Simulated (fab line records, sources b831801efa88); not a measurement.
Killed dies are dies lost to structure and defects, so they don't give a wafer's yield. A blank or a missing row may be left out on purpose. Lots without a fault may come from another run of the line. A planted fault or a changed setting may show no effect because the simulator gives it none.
fab line records | flow sky130
record lots=24 wafers=72 last_day=50
route steps=708 shown POLY_GATE@205 SD_P@327 LI_CONTACT@386 VIA4@657 METAL5@663
lots that met no fault: from a run of the same line without faults
start_h: hours from the record's first day to the start of the lot's first wafer shown | wait_h: hours since the lot's step before | " the same as in the row above | L1.1+2: a row that stands for several wafers | - no value, or no start given | * or withheld: withheld | < > ~ a bound
route shown NAME@n: a module of which the file shows steps, and the number in the route of the first | usual: mean/standard deviation of fault-free wafers | same: alike in all rows | chamber/n: place in a boat | sites: the reading at each site | _std_site: their standard deviation | _edge_site: outer sites' mean less inner sites' | radius_mm: how far each site lies from the wafer's centre | mask NAME#n: copy n | behind: the tool/chamber that last shaped the wafer | hold: why the lot was held/for how many hours/how that ended | device: the transistor (n, p or np) that didn't switch | end of line: the same wafers' tests at the end of the route | a step without rows: its recipe alone | killed: dies lost to structure and defects at the first sort, not the wafer's yield | map: a wafer's dies, x killed, . not, _ none there
set.NAME: the setting as run; set.NAME@STEP: as run at that earlier step | model.NAME: the simulator's own value behind a step, which no gauge read
steps of the route over a sample of lots; a table a step, a row a wafer
services: from which hour (start_h, from the record's first day; less than 0 if before it) a tool's chamber was out of use, for how many hours, and why
## steps
# step SKY_POLY_GATE_THK_MEAS_01
# recipe reads=poly-Si_of_POLY_GATE_CVD_00
# usual POLY_GATE_CVD_00_THK=180.3/1.4
# columns lot.wafer tool chamber start_h wait_h POLY_GATE_CVD_00_THK[nm]
L074.1 film_metro-04 - 311.41 0.0 179.4
L074.2 " - " " 181.0
L074.5 " - " " 179.3
L075.1 film_metro-04 - 320.90 0.0 182.0
L075.2 " - " " 180.7
L075.4 " - " " 179.6
L076.3 film_metro-04 - 329.38 0.0 181.7
L076.5 " - " " 180.6
L076.6 " - " " 182.0
L077.1 film_metro-02 - 341.27 0.0 182.5
L077.4 " - " " 181.2
L077.5 " - " " 180.8
L078.2 film_metro-02 - 347.53 0.0 180.8
L078.3 " - " " 183.9
L078.5 " - " " 182.3
L079.2 film_metro-04 - 356.23 0.0 181.6
L079.4 " - " " 180.4
L079.6 " - " " 181.0
L080.1 film_metro-01 - 367.57 0.0 181.8
L080.2 " - " " 181.7
L080.4 " - " " 181.1
L081.4 film_metro-02 - 375.65 0.0 179.4
L081.5 " - " " 179.2
L081.6 " - " " 179.5
L082.1 film_metro-02 - 380.78 0.0 183.0
L082.2 " - " " 181.6
L082.6 " - " " 180.6
L083.2 film_metro-04 - 381.99 0.0 181.7
L083.3 " - " " 182.2
L083.5 " - " " 181.2
L084.2 film_metro-01 - 395.03 0.0 181.2
L084.4 " - " " 180.4
L084.6 " - " " 181.7
L086.1 film_metro-04 - 409.45 0.0 179.1
L086.4 " - " " 178.6
L086.5 " - " " 179.4
L085.3 film_metro-02 - 409.47 0.0 176.8
L085.4 " - " " 178.5
L085.6 " - " " 179.7
L087.2 film_metro-02 - 418.57 0.0 179.5
L087.3 " - " " 178.9
L087.5 " - " " 180.2
L088.1 film_metro-04 - 436.18 0.0 181.3
L088.3 " - " " 181.7
L088.4 " - " " 181.4
L089.2 film_metro-02 - 442.60 0.0 179.8
L089.3 " - " " 178.8
L089.4 " - " " 179.3
L091.1 film_metro-01 - 454.80 0.0 178.7
L091.3 " - " " 177.3
L091.4 " - " " 179.7
L090.2 film_metro-04 - 454.81 0.0 180.6
L090.4 " - " " 180.1
L090.6 " - " " 178.8
L092.1 film_metro-01 - 460.20 0.0 180.7
L092.4 " - " " 179.5
L092.5 " - " " 179.3
L093.1 film_metro-04 - 472.68 0.0 178.7
L093.2 " - " " 178.3
L093.4 " - " " 180.0
L094.1 film_metro-02 - 483.71 0.0 180.2
L094.4 " - " " 180.5
L094.5 " - " " 180.6
L095.2 film_metro-04 - 495.00 0.0 179.2
L095.3 " - " " 180.2
L095.4 " - " " 180.1
L096.1 film_metro-02 - 502.61 0.0 179.8
L096.2 " - " " 180.9
L096.4 " - " " 179.3
L097.1 film_metro-02 - 514.00 0.0 179.9
L097.4 " - " " 180.2
L097.6 " - " " 181.3
# step SKY_SD_P_CD_MEAS_07
# recipe target_cd_nm=380
# usual cd_nm=379.3/2.7
# columns lot.wafer tool chamber start_h wait_h cd_nm
L074.1 cd_sem-02 - 585.67 0.1 378.3
L074.2 " - " " 377.9
L074.5 " - " " 378.6
L075.1 cd_sem-02 - 598.26 0.1 381.8
L075.2 " - " " 379.8
L075.4 " - " " 378.9
L076.3 cd_sem-02 - 605.06 0.1 381.7
L076.5 " - " " 378.4
L076.6 " - " " 376.4
L077.1 cd_sem-01 - 621.87 0.1 377.8
L077.4 " - " " 375.4
L077.5 " - " " 375.4
L078.2 cd_sem-01 - 624.64 0.1 384.8
L078.3 " - " " 382.4
L078.5 " - " " 383.7
L079.2 cd_sem-01 - 633.20 0.1 383.9
L079.4 " - " " 383.8
L079.6 " - " " 379.4
L080.1 cd_sem-01 - 643.21 0.1 382.9
L080.2 " - " " 384.3
L080.4 " - " " 381.5
L081.4 cd_sem-01 - 651.92 0.1 382.2
L081.5 " - " " 379.9
L081.6 " - " " 381.3
L082.1 cd_sem-02 - 654.97 0.1 380.2
L082.2 " - " " 380.9
L082.6 " - " " 383.9
L083.2 cd_sem-01 - 661.35 0.1 377.8
L083.3 " - " " 378.6
L083.5 " - " " 376.4
L084.2 cd_sem-01 - 672.93 0.1 378.8
L084.4 " - " " 378.6
L084.6 " - " " 375.4
L085.3 cd_sem-02 - 685.97 0.1 379.4
L085.4 " - " " 377.6
L085.6 " - " " 378.8
L086.1 cd_sem-02 - 687.66 0.1 379.3
L086.4 " - " " 379.1
L086.5 " - " " 380.2
L087.2 cd_sem-01 - 694.59 0.1 382.7
L087.3 " - " " 381.8
L087.5 " - " " 382.8
L088.1 cd_sem-02 - 709.71 0.1 379.5
L088.3 " - " " 378.6
L088.4 " - " " 378.0
L089.2 cd_sem-02 - 714.98 0.1 373.5
L089.3 " - " " 375.2
L089.4 " - " " 374.1
L090.2 cd_sem-02 - 726.63 0.1 376.4
L090.4 " - " " 376.1
L090.6 " - " " 374.3
L091.1 cd_sem-01 - 728.37 0.1 376.8
L091.3 " - " " 375.9
L091.4 " - " " 377.8
L092.1 cd_sem-01 - 730.43 0.1 380.4
L092.4 " - " " 385.1
L092.5 " - " " 382.3
L093.1 cd_sem-02 - 742.41 0.2 380.3
L093.2 " - " " 379.4
L093.4 " - " " 379.4
L094.1 cd_sem-02 - 752.59 0.2 374.6
L094.4 " - " " 375.5
L094.5 " - " " 377.7
L095.2 cd_sem-02 - 763.13 0.1 377.2
L095.3 " - " " 379.7
L095.4 " - " " 380.0
L096.1 cd_sem-02 - 768.47 0.2 379.6
L096.2 " - " " 379.9
L096.4 " - " " 380.7
L097.1 cd_sem-02 - 782.21 0.1 377.2
L097.4 " - " " 377.3
L097.6 " - " " 379.7
# step SKY_LI_CONTACT_CMP_24
# recipe stop_on=PSG t_overpolish_s=20 down_force_psi=3.5 platen_rpm=60 target_thk_nm=0 pad_velocity_m_s=0.94248
# usual motor_current_A=11.0/0.84 overpolish_run_s=20.000/0.0088 time_to_endpoint_s=96/4.4
# columns lot.wafer tool chamber start_h wait_h motor_current_A overpolish_run_s time_to_endpoint_s
L074.2 cmp-01 1 675.88 0.1 10.7 20.003 97
L074.1 " 2 " " 11.0 20.006 98
L074.5 " 1 " " 11.1 19.988 96
L075.2 cmp-01 0 687.43 0.0 12.3 19.994 96
L075.1 " 1 " " 10.8 19.993 100
L075.4 " 2 " " 11.4 20.002 100
L076.3 cmp-01 2 695.65 0.1 11.7 19.988 97
L076.5 " 0 " " 12.4 19.997 99
L076.6 " 1 " " 10.2 20.003 97
L077.4 cmp-02 0 711.04 0.1 11.7 19.998 95
L077.1 " 1 " " 10.5 19.989 91
L077.5 " 3 " " 9.5 20.001 104
L078.2 cmp-02 1 713.43 0.1 10.9 19.989 89
L078.3 " 2 " " 10.9 20.004 93
L078.5 " 1 " " 10.8 20.011 85
L079.2 cmp-02 2 721.36 0.0 10.3 20.003 94
L079.4 " 3 " " 9.7 19.988 100
L079.6 " 3 " " 9.5 20.003 100
L080.2 cmp-02 2 731.59 0.1 11.2 20.003 93
L080.1 " 3 " " 10.1 19.995 99
L080.4 " 0 " " 11.5 20.001 94
L081.4 cmp-02 2 738.99 0.2 10.7 19.996 98
L081.5 " 3 " " 10.1 19.991 101
L081.6 " 0 " " 12.0 19.990 100
L082.1 cmp-01 1 742.11 0.1 10.4 19.995 91
L082.2 " 3 " " 10.8 19.990 95
L082.6 " 2 " " 11.6 20.001 95
L083.2 cmp-02 1 748.70 0.1 10.5 20.003 89
L083.3 " 2 " " 11.0 20.008 95
L083.5 " 3 " " 9.6 20.005 98
L084.4 cmp-02 3 759.34 0.0 9.3 20.000 96
L084.2 " 1 " " 11.1 19.994 89
L084.6 " 0 " " 11.6 19.997 96
L085.3 cmp-01 0 772.49 0.1 12.3 19.987 88
L085.4 " 1 " " 10.4 19.990 92
L085.6 " 1 " " 9.9 19.989 87
L086.4 cmp-02 1 774.71 0.1 10.6 19.992 95
L086.1 " 2 " " 10.7 20.013 98
L086.5 " 0 " " 10.7 19.987 100
L087.2 cmp-02 0 780.30 0.2 11.5 19.998 103
L087.3 " 1 " " 10.4 20.012 94
L087.5 " 0 " " 12.0 19.993 105
L088.3 cmp-02 1 793.89 0.1 10.9 19.988 93
L088.4 " 2 " " 11.1 20.005 95
L088.1 " 3 " " 9.5 20.011 99
L089.4 cmp-01 0 800.48 0.0 12.7 20.001 91
L089.3 " 1 " " 10.4 20.011 96
L089.2 " 2 " " 11.3 20.013 96
L090.2 cmp-02 3 809.99 0.1 9.6 20.005 100
L090.4 " 0 " " 10.9 19.994 95
L090.6 " 2 " " 10.8 20.000 95
L091.1 cmp-01 1 813.14 0.1 10.3 19.999 90
L091.4 " 2 " " 11.2 20.000 95
L091.3 " 0 " " 12.8 19.998 92
L092.1 cmp-01 1 814.26 0.1 10.5 19.996 98
L092.4 " 0 " " 12.4 20.005 94
L092.5 " 1 " " 10.0 19.993 93
L093.1 cmp-02 2 825.35 0.1 11.0 20.010 99
L093.2 " 3 " " 9.9 20.003 102
L093.4 " 1 " " 10.8 19.994 93
L094.4 cmp-01 2 833.57 0.1 11.2 19.995 100
L094.1 " 3 " " 10.9 20.007 97
L094.5 " 1 " " 10.4 19.995 95
L095.3 cmp-01 0 845.30 0.1 13.1 20.011 92
L095.2 " 1 " " 10.2 19.997 93
L095.4 " 2 " " 11.4 19.996 96
L096.4 cmp-01 2 849.25 0.0 11.1 19.991 95
L096.1 " 3 " " 11.7 19.992 96
L096.2 " 1 " " 10.3 19.992 94
L097.1 cmp-02 0 863.91 0.2 11.7 20.002 102
L097.4 " 1 " " 10.9 20.015 96
L097.6 " 0 " " 11.3 19.995 99
# step SKY_VIA4_CVD_18
# recipe material=W target_thk_nm=505 time_s=152.14 temp_c=400 pressure_torr=40
# usual heater_power_w=796/69 susceptor_temp_C=400.02/0.25
# columns lot.wafer tool chamber start_h wait_h heater_power_w susceptor_temp_C
L074.1 cvd_w-02 0 1003.39 0.0 688 400.18
L074.2 " 1 " " 901 399.78
L074.5 " 0 " " 704 400.00
L075.1 cvd_w-01 0 1012.79 0.0 764 400.16
L075.2 " 1 " " 804 399.97
L075.4 " 1 " " 836 400.10
L076.3 cvd_w-02 0 1021.60 0.1 702 399.75
L076.5 " 1 " " 897 399.77
L076.6 " 0 " " 722 399.93
L077.1 cvd_w-01 0 1032.43 0.0 784 399.58
L077.4 " 0 " " 794 399.84
L077.5 " 0 " " 799 400.04
L078.2 cvd_w-02 1 1032.65 0.0 875 400.06
L078.3 " 0 " " 693 400.03
L078.5 " 1 " " 894 400.22
L079.2 cvd_w-01 0 1042.63 0.0 771 400.01
L079.4 " 1 " " 822 399.99
L079.6 " 0 " " 772 400.00
L080.1 cvd_w-01 0 1052.08 0.1 782 399.79
L080.2 " 1 " " 799 399.94
L080.4 " 0 " " 753 399.94
L081.4 cvd_w-01 1 1054.91 0.1 813 400.35
L081.5 " 0 " " 785 399.56
L081.6 " 1 " " 801 400.30
L082.1 cvd_w-02 0 1057.28 0.0 705 400.07
L082.2 " 1 " " 883 399.98
L082.6 " 1 " " 898 400.30
L083.2 cvd_w-02 1 1066.33 0.0 911 400.13
L083.3 " 0 " " 702 400.09
L083.5 " 1 " " 894 399.86
L084.2 cvd_w-02 0 1074.14 0.0 689 399.97
L084.4 " 1 " " 899 399.87
L084.6 " 0 " " 708 399.53
L085.3 cvd_w-01 1 1082.76 0.1 845 400.64
L085.4 " 0 " " 760 400.66
L085.6 " 0 " " 762 400.53
L086.1 cvd_w-02 1 1084.69 0.0 894 400.57
L086.4 " 0 " " 713 399.97
L086.5 " 0 " " 710 399.94
L087.2 cvd_w-01 0 1087.66 0.0 783 399.50
L087.3 " 0 " " 811 399.81
L087.5 " 0 " " 770 399.81
L088.1 cvd_w-02 1 1100.03 0.0 879 400.02
L088.3 " 1 " " 882 399.85
L088.4 " 0 " " 701 399.62
L089.2 cvd_w-01 0 1102.79 0.0 791 399.59
L089.3 " 0 " " 786 399.78
L089.4 " 1 " " 796 400.23
L090.2 cvd_w-01 0 1111.11 0.0 775 400.20
L090.4 " 1 " " 823 399.80
L090.6 " 1 " " 837 399.95
L091.1 cvd_w-01 1 1115.85 0.0 795 399.52
L091.3 " 0 " " 797 399.96
L091.4 " 1 " " 832 399.72
L092.1 cvd_w-01 0 1116.49 0.0 786 400.50
L092.4 " 1 " " 809 400.23
L092.5 " 1 " " 797 400.19
L093.1 cvd_w-02 0 1124.06 0.0 696 400.24
L093.2 " 1 " " 892 399.78
L093.4 " 1 " " 905 400.07
L094.1 cvd_w-01 0 1129.92 0.0 790 400.13
L094.4 " 0 " " 796 400.01
L094.5 " 1 " " 813 400.16
L095.2 cvd_w-02 1 1139.68 0.0 886 400.17
L095.3 " 0 " " 667 400.09
L095.4 " 1 " " 898 400.03
L096.1 cvd_w-02 0 1140.85 0.0 704 400.26
L096.2 " 1 " " 888 400.05
L096.4 " 1 " " 864 400.32
L097.1 cvd_w-02 0 1152.73 0.0 710 400.32
L097.4 " 0 " " 704 400.12
L097.6 " 0 " " 697 400.03
# step SKY_METAL5_SPUTTER_02
# recipe material=AlCu target_thk_nm=1150 power_w=10600 time_s=61.2 chamber_pressure_pa=0.4
# usual throttle_valve_pct=29.6/1.1
# columns lot.wafer tool chamber start_h wait_h throttle_valve_pct
L074.1 pvd_sputter-03 - 1004.07 0.0 29.1
L074.2 " - " " 31.4
L074.5 " - " " 30.7
L075.1 pvd_sputter-03 - 1013.47 0.0 30.9
L075.2 " - " " 31.3
L075.4 " - " " 29.1
L076.3 pvd_sputter-03 - 1022.40 0.0 30.6
L076.5 " - " " 30.7
L076.6 " - " " 29.0
L077.1 pvd_sputter-03 - 1033.11 0.0 30.7
L077.4 " - " " 30.6
L077.5 " - " " 31.4
L078.2 pvd_sputter-04 - 1033.36 0.0 27.4
L078.3 " - " " 30.2
L078.5 " - " " 30.5
L079.2 pvd_sputter-02 - 1043.31 0.0 28.9
L079.4 " - " " 28.0
L079.6 " - " " 27.8
L080.1 pvd_sputter-02 - 1052.91 0.0 29.0
L080.2 " - " " 27.9
L080.4 " - " " 29.7
L081.4 pvd_sputter-03 - 1055.86 0.0 31.6
L081.5 " - " " 31.4
L081.6 " - " " 29.4
L082.1 pvd_sputter-04 - 1058.39 0.0 30.5
L082.2 " - " " 27.1
L082.6 " - " " 27.2
L083.2 pvd_sputter-02 - 1067.01 0.0 29.0
L083.3 " - " " 29.8
L083.5 " - " " 28.5
L084.2 pvd_sputter-02 - 1074.82 0.0 28.6
L084.4 " - " " 29.5
L084.6 " - " " 28.8
L085.3 pvd_sputter-02 - 1083.39 0.0 28.8
L085.4 " - " " 29.8
L085.6 " - " " 29.2
L086.1 pvd_sputter-03 - 1085.81 0.0 29.4
L086.4 " - " " 30.5
L086.5 " - " " 31.4
L087.2 pvd_sputter-02 - 1088.34 0.0 29.3
L087.3 " - " " 29.7
L087.5 " - " " 29.5
L088.1 pvd_sputter-02 - 1100.96 0.0 28.8
L088.3 " - " " 29.4
L088.4 " - " " 27.8
L089.2 pvd_sputter-02 - 1103.75 0.0 28.9
L089.3 " - " " 27.9
L089.4 " - " " 29.9
L090.2 pvd_sputter-03 - 1111.79 0.0 29.2
L090.4 " - " " 30.8
L090.6 " - " " 29.2
L091.1 pvd_sputter-02 - 1116.53 0.0 29.3
L091.3 " - " " 29.7
L091.4 " - " " 29.6
L092.1 pvd_sputter-02 - 1117.17 0.0 29.8
L092.4 " - " " 28.8
L092.5 " - " " 29.3
L093.1 pvd_sputter-02 - 1124.80 0.0 29.5
L093.2 " - " " 27.8
L093.4 " - " " 29.4
L094.1 pvd_sputter-04 - 1130.79 0.0 27.3
L094.4 " - " " 30.7
L094.5 " - " " 27.4
L095.2 pvd_sputter-02 - 1140.36 0.0 29.1
L095.3 " - " " 29.5
L095.4 " - " " 28.0
L096.1 pvd_sputter-04 - 1141.53 0.0 30.9
L096.2 " - " " 30.6
L096.4 " - " " 30.3
L097.1 pvd_sputter-03 - 1153.41 0.0 30.8
L097.4 " - " " 31.5
L097.6 " - " " 31.5
# step SKY_METAL5_METAL_ETCH_15
# recipe target_depth_a=12600 stop_on=SiO2 over_etch_frac=0.2 time_s=252 chemistry=Cl2/BCl3 resist_sidewall_deg=86 pressure_mtorr=10 icp_w=900 bias_w=48.5 Cl2_flow_sccm=60 bcl3_flow_sccm=30
# usual drypump_motor_current_A=5.7/0.38 he_backside_leak_sccm=3.31/0.19 oes_product_au=0.894/0.0051 throttle_valve_pct=22.265/0.0085
# columns lot.wafer tool chamber start_h wait_h drypump_motor_current_A he_backside_leak_sccm oes_product_au rf_hours_counter_h throttle_valve_pct
L074.1 rie_metal-04 0 1027.50 0.0 5.8 2.92 0.902 7 22.282
L074.2 " 1 " " 5.4 3.47 0.899 9 22.271
L074.5 " 0 " " 5.8 3.22 0.888 - 22.284
L075.1 rie_metal-01 0 1037.06 0.0 6.2 3.54 0.894 0 22.268
L075.2 " 1 " " 6.2 3.04 0.893 17 22.269
L075.4 " 0 " " 6.2 3.61 0.895 - 22.259
L076.3 rie_metal-03 0 1045.39 0.1 5.8 3.68 0.888 - 22.269
L076.5 " 1 " " 5.1 3.13 0.899 - 22.265
L076.6 " 0 " " 5.8 3.67 0.892 - 22.257
L077.1 rie_metal-03 0 1056.29 0.1 5.8 3.64 0.891 12 22.274
L077.4 " 0 " " 5.8 3.80 0.893 - 22.263
L077.5 " 0 " " 5.7 3.71 0.896 - 22.264
L078.2 rie_metal-04 0 1056.51 0.0 5.8 2.93 0.891 8 22.268
L078.3 " 0 " " 5.8 3.12 0.892 - 22.261
L078.5 " 1 " " 5.3 3.32 0.893 - 22.271
L079.2 rie_metal-01 1 1065.61 0.1 6.2 3.30 0.889 - 22.274
L079.4 " 1 " " 6.2 3.13 0.891 - 22.260
L079.6 " 1 " " 6.2 3.48 0.891 - 22.248
L080.1 rie_metal-03 1 1074.75 0.0 5.1 3.12 0.889 0 22.259
L080.2 " 0 " " 5.7 3.48 0.904 14 22.270
L080.4 " 0 " " 5.7 3.47 0.890 - 22.262
L081.4 rie_metal-04 1 1077.39 0.1 5.4 3.28 0.896 - 22.267
L081.5 " 1 " " 5.4 3.36 0.895 - 22.269
L081.6 " 0 " " 5.8 3.09 0.888 - 22.262
L082.1 rie_metal-01 1 1080.15 0.1 6.2 3.42 0.901 22 22.278
L082.2 " 1 " " 6.2 3.27 0.895 - 22.253
L082.6 " 1 " " 6.2 3.33 0.895 - 22.263
L083.2 rie_metal-03 0 1087.26 0.0 5.8 3.53 0.901 15 22.267
L083.3 " 1 " " 5.1 3.25 0.896 - 22.264
L083.5 " 1 " " 5.1 3.33 0.891 - 22.265
L084.2 rie_metal-01 1 1095.56 0.1 6.2 3.29 0.894 - 22.270
L084.4 " 1 " " 6.2 3.29 0.880 - 22.265
L084.6 " 1 " " 6.2 3.44 0.889 - 22.260
L085.3 rie_metal-04 0 1103.63 0.1 5.8 3.17 0.897 - 22.244
L085.4 " 1 " " 5.4 3.36 0.893 - 22.265
L085.6 " 1 " " 5.4 3.43 0.889 - 22.279
L086.1 rie_metal-01 1 1105.29 0.1 6.2 2.74 0.889 25 22.266
L086.4 " 1 " " 6.2 3.32 0.887 - 22.260
L086.5 " 1 " " 6.2 3.00 0.898 - 22.265
L087.2 rie_metal-04 1 1108.45 0.0 5.4 3.42 0.894 15 22.274
L087.3 " 0 " " 5.8 3.34 0.904 - 22.270
L087.5 " 0 " " 5.8 2.93 0.893 - 22.262
L088.1 rie_metal-04 0 1121.16 0.0 5.8 3.22 0.894 13 22.264
L088.3 " 0 " " 5.8 3.01 0.896 - 22.280
L088.4 " 1 " " 5.4 3.36 0.892 - 22.252
L089.2 rie_metal-03 1 1123.60 0.0 5.1 3.16 0.886 4 22.260
L089.3 " 0 " " 5.8 3.51 0.895 - 22.249
L089.4 " 1 " " 5.1 3.18 0.885 - 22.262
L090.2 rie_metal-04 0 1130.71 0.0 5.8 3.05 0.890 13 22.270
L090.4 " 1 " " 5.4 3.44 0.896 - 22.259
L090.6 " 0 " " 5.8 3.00 0.894 - 22.255
L091.1 rie_metal-04 0 1136.85 0.0 5.8 2.99 0.897 14 22.268
L091.3 " 0 " " 5.8 3.12 0.889 - 22.271
L091.4 " 1 " " 5.4 3.46 0.888 - 22.279
L092.1 rie_metal-01 0 1136.96 0.0 6.2 3.37 0.899 2 22.256
L092.4 " 0 " " 6.2 3.32 0.893 - 22.256
L092.5 " 1 " " 6.2 3.49 0.898 - 22.264
L093.1 rie_metal-04 1 1143.70 0.0 5.4 3.28 0.888 18 22.264
L093.2 " 0 " " 5.8 3.24 0.901 15 22.279
L093.4 " 0 " " 5.8 3.22 0.908 - 22.269
L094.1 rie_metal-03 1 1148.86 0.0 5.1 3.11 0.891 7 22.273
L094.4 " 1 " " 5.1 3.17 0.890 - 22.254
L094.5 " 0 " " 5.7 3.65 0.897 - 22.258
L095.2 rie_metal-01 0 1158.81 0.0 6.2 3.31 0.889 3 22.254
L095.3 " 1 " " 6.2 3.28 0.892 - 22.272
L095.4 " 0 " " 6.2 3.46 0.886 - 22.258
L096.1 rie_metal-03 1 1159.71 0.0 5.1 3.18 0.896 8 22.270
L096.2 " 0 " " 5.8 3.50 0.886 22 22.256
L096.4 " 1 " " 5.1 3.16 0.904 - 22.268
L097.1 rie_metal-03 0 1170.91 0.0 5.8 3.50 0.898 23 22.269
L097.4 " 0 " " 5.8 3.48 0.886 - 22.263
L097.6 " 1 " " 5.1 3.15 0.901 - 22.270
## services
# columns tool chamber start_h hours kind
cmp-01 - 656.48 4.2 pm
cvd_w-02 - 676.20 1.2 repair
cvd_w-02 - 683.30 6.9 pm
pvd_sputter-02 - 696.52 2.6 repair
cvd_w-01 1 698.93 10.8 repair
cmp-02 - 725.80 3.7 repair
cvd_w-02 - 735.96 1.2 repair
cmp-02 - 762.19 2.6 repair
pvd_sputter-02 - 792.97 1.8 repair
cmp-02 - 812.50 12.4 pm
cmp-02 - 831.38 0.6 repair
cmp-02 - 846.90 5.6 pm
cvd_w-02 - 851.63 0.8 repair
cvd_w-01 - 854.92 3.8 pm
cvd_w-01 - 865.33 14.6 pm
cvd_w-02 - 904.00 14.0 pm
cmp-02 - 913.47 4.0 pm
cmp-02 - 920.47 6.3 pm
cvd_w-01 - 925.99 6.0 pm
cvd_w-02 - 1013.48 1.1 repair
cvd_w-02 - 1058.60 2.8 pm
cmp-02 - 1149.20 2.9 repair
cmp-02 - 1162.70 0.4 repair
cmp-02 - 1170.35 4.0 pm
## key
fault none
